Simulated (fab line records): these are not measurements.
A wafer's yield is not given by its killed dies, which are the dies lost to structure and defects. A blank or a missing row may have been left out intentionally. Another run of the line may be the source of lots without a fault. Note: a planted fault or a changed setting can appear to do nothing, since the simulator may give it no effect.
A struck lot beside a sound one :: flow sky130 :: 25 out of 708 route steps
Sound: wafers L524.1, L524.2, L524.6. Wafers L536.1, L536.2, L536.5 were the ones struck. The cause is given at the end.
Per side, at each step with rows, come the tool, then ch with its chambers, and then its first start. Under that, the readings that differ: sound wafers :: struck wafers :: difference of the means :: sigmas: that difference in standard deviations of wafers without a fault.
alike: readings whose means differ by less than 2 such deviations, and words and numbers that are the same on both sides. not compared: withheld readings, readings that some wafer has no value for, bounds like >300 that may hide the same value, and numbers for which the record gives no deviation and whose values overlap.
The two part at a step that has a row with sigmas, a row that says differs or no value, or rows on one side only. Non-overlapping numbers with no deviation appear without sigmas and do not part them. A reading that every wafer of one side lacks parts them only if that side has two wafers or more.

first, 10 steps without rows for these wafers: SKY_VIA4_ETCH_12 (etches SiO2 in C4F8/O2/Ar, stops on TiN, target depth 580 nm); SKY_VIA4_STRIP_13 (strips in O2/N2); SKY_VIA4_STRIP_14 (strips in post etch residue remover, time 1200 s); SKY_VIA4_CLEAN_15 (cleans in IPA, time 180 s); SKY_VIA4_CLEAN_16 (cleans in O3/DIW); SKY_VIA4_SPUTTER_17 (material TiN, target thk 20 nm, time 80 s); SKY_VIA4_CVD_18 (deposits W, target thk 505 nm, time 152.14 s); SKY_VIA4_CMP_21 (polishes, stops on SiO2, t overpolish 25 s, target thk 0 nm); SKY_METAL5_SPUTTER_00 (material Ti, target thk 15 nm, time 10 s); SKY_METAL5_SPUTTER_01 (material TiN, target thk 20 nm, time 16.7 s).
SKY_METAL5_SPUTTER_02: material AlCu, target thk 1150 nm, time 61.2 s.
  struck on pvd_sputter-04, day 47 00:38; sound on pvd_sputter-04, day 43 12:35
reading: chamber_pressure_pa (Pa)
sound: 0.4001 0.4004 0.4002
struck: 0.5598 0.5610 0.5607
difference: +0.1603
sigmas: +99 or more

reading: throttle_valve_pct (%)
sound: 30.8 30.8 30.7
struck: 26.1 25.4 25.5
difference: -5.1
sigmas: -5

reading: model.AlCu_of_METAL5_SPUTTER_02.thk_nm (nm)
sound: 1143 1149 1161
struck: 1064 1048 1048
difference: -98
sigmas: 
then, 2 steps without rows for these wafers: SKY_METAL5_SPUTTER_03 (material Ti, target thk 5 nm, time 3.3 s); SKY_METAL5_SPUTTER_04 (material TiN, target thk 70 nm, time 58.3 s).
SKY_METAL5_RS_MEAS_05: a four-point-probe measurement.
  struck on film_metro-02, day 47 01:03; sound on film_metro-03, day 43 12:43
reading: METAL5_ALCU_RS (ohm/sq)
sound: 0.02725 0.02709 0.02679
struck: 0.02947 0.02996 0.02994
difference: +0.00275
sigmas: +10
  not compared: hold
SKY_METAL5_THK_MEAS_06: measures by xrf.
  struck on film_metro-02, day 47 06:56; sound on film_metro-03, day 43 12:50
reading: METAL5_ALCU_THK (nm)
sound: 1140 1142 1157
struck: 1067 1051 1052
difference: -90
sigmas: -7
  not compared: hold
then, 7 steps without rows for these wafers: SKY_METAL5_HMDS_08 (prime time 60 s); SKY_METAL5_COAT_09 (resist thk 1800 nm); SKY_METAL5_SOFTBAKE_10 (time 60 s); SKY_METAL5_EXPOSE_11 (exposes mask MM5, target cd 1600 nm); SKY_METAL5_PEB_12; SKY_METAL5_DEVELOP_13 (develop time 60 s); SKY_METAL5_DESCUM_14 (chemistry O2, time 11 s).
SKY_METAL5_METAL_ETCH_15: etches the open film in Cl2/BCl3, stops on SiO2, target depth 1260 nm, time 252 s.
  sound on rie_metal-04 ch 0,1, day 44 12:13; struck on rie_metal-02 ch 0,1, day 47 20:52
reading: oes_product_au (a.u.)
sound: 0.891 0.884 0.892
struck: 0.864 0.864 0.859
difference: -0.027
sigmas: -5
  alike: drypump_motor_current_A, throttle_valve_pct
  not compared: rf_hours_counter_h
then, 1 step without rows for these wafers: SKY_METAL5_STRIP_16 (strips in O2/N2).
SKY_PAD_OPEN_PROBE_99:
  struck on prober-02, day 49 13:38; sound on prober-01, day 46 10:40
reading: model.etest.met5.rs_ohm_sq
sound: 0.0275 0.02729 0.02664
struck: 0.02942 0.03025 0.03001
difference: +0.00275
sigmas: 

reading: model.etest.met5.line_ohm_um
sound: 0.01695 0.01709 0.0165
struck: 0.01819 0.01908 0.0186
difference: +0.00178
sigmas: 
  alike: defect_limited_yield, killed_at_M0_to_M3, killed_at_M4_up, killed_at_contacts, killed_at_front_end, killed_at_other, killed_dies, killed_open, killed_short, sort_bin_3_pad_short, sort_bin_5_function, sort_bin_6_memory, sort_n_pass, sort_yield_pct

## WHERE THEY PART
At SKY_METAL5_SPUTTER_02 first; at SKY_METAL5_METAL_ETCH_15 last (within this record only). Later steps at which nothing parts them and some readings are alike: SKY_PAD_OPEN_PROBE_99.

WHY: whatever the simulator had introduced
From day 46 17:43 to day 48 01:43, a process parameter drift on pvd_sputter-04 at SKY_METAL5_SPUTTER_02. From 0.4, the setting chamber_pressure_pa moved by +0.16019. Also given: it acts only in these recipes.
